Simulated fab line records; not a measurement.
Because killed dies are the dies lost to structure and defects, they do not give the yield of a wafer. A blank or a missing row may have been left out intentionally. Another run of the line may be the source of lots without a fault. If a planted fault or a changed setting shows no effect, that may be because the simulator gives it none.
Check of tool commonality	flow gf180mcu	Lots sampled 13, wafers sampled 39

## REASON IT WAS OPENED
Of 13 lots, 2 have the reading VT_IMPLANT_4_TW flagged at GF_VT_IMPLANT_TW_MEAS_43. Fault-free wafers read 682, with a standard deviation of 3.2.
Rule: a lot is flagged when every wafer of it that has a number lies more than 4 standard deviations from that mean, or none has a number. The other lots count as sound.

lot	measured	on	VT_IMPLANT_4_TW, wafer by wafer	flag
L110	day 7 11:05	film_metro-01	678 674 675	
L111	day 7 17:40	film_metro-03	686 686 685	
L112	day 8 02:42	film_metro-03	679 680 679	
L113	day 8 09:44	film_metro-04	681 680 681	
L116	day 9 08:34	film_metro-01	678 683 678	
L117	day 9 10:31	film_metro-01	680 682 680	
L120	day 10 08:50	film_metro-03	680 683 681	
L121	day 10 17:29	film_metro-04	685 682 682	
L122	day 11 00:17	film_metro-01	682 680 682	
L123	day 11 08:02	film_metro-03	612 619 611	FLAGGED
L127	day 12 07:02	film_metro-01	682 682 686	
L128	day 12 13:59	film_metro-01	609 610 608	FLAGGED
L132	day 13 14:22	film_metro-04	681 677 682	
The numbers of the flagged lots are 612 on average: -70 against the usual, or -22 standard deviations.

## EACH LOT AND THE TOOL IT RAN ON
The record keeps 1 process step preceding the reading, out of 602 steps on the route. In each cell: the tool, then ch and the chambers that the sampled wafers went through, then the start.
lot	flag	GF_VT_IMPLANT_IMPLANT_41
L110		implanter-02 ch 0, day 7 10:50
L111		implanter-03 ch 0, day 7 17:27
L112		implanter-03 ch 0, day 8 02:28
L113		implanter-02 ch 0, day 8 09:29
L116		implanter-01 ch 0, day 9 08:20
L117		implanter-03 ch 0, day 9 10:18
L120		implanter-03 ch 0, day 10 08:35
L121		implanter-02 ch 0, day 10 17:14
L122		implanter-03 ch 0, day 11 00:05
L123	FLAGGED	implanter-03 ch 0, day 11 07:47
L127		implanter-02 ch 0, day 12 06:49
L128	FLAGGED	implanter-03 ch 0, day 12 13:45
L132		implanter-01 ch 0, day 13 14:08
What the steps here do:
- GF_VT_IMPLANT_IMPLANT_41
- GF_VT_IMPLANT_TW_MEAS_43

## FLAGGED OVER TOTAL, TOOL BY TOOL (the gauges that took the reading come last)
step	tool	lots run	flagged	share of the flagged lots	sound lots run after its first flagged lot
GF_VT_IMPLANT_IMPLANT_41	implanter-01	2	0	none	-
GF_VT_IMPLANT_IMPLANT_41	implanter-02	4	0	none	-
GF_VT_IMPLANT_IMPLANT_41	implanter-03	7	2	all	0
GF_VT_IMPLANT_TW_MEAS_43	film_metro-01	6	1	some	0
GF_VT_IMPLANT_TW_MEAS_43	film_metro-03	4	1	some	0
GF_VT_IMPLANT_TW_MEAS_43	film_metro-04	3	0	none	-

## WHAT THE TABLE PERMITS
All flagged lots share 1 row of the table, namely implanter-03 at GF_VT_IMPLANT_IMPLANT_41.
- implanter-03 at GF_VT_IMPLANT_IMPLANT_41 ran 7 lots, 2 of them flagged. Its last sound lot is L122 (day 11 00:05), its first flagged lot L123 (day 11 07:47): a fault that began between those two fits. Its own readings lie more than 4 standard deviations out on every wafer of the flagged lots: tilt_deg.
implanter-03 at GF_VT_IMPLANT_IMPLANT_41 is the single tool remaining.

## WHAT THE SIMULATOR HAD INSERTED
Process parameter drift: implanter-03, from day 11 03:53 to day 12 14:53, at GF_VT_IMPLANT_IMPLANT_41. The setting tilt_deg was moved by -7, starting from 7. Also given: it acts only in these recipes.
Shown lots that were struck: L123, L128. The rule above found the same.
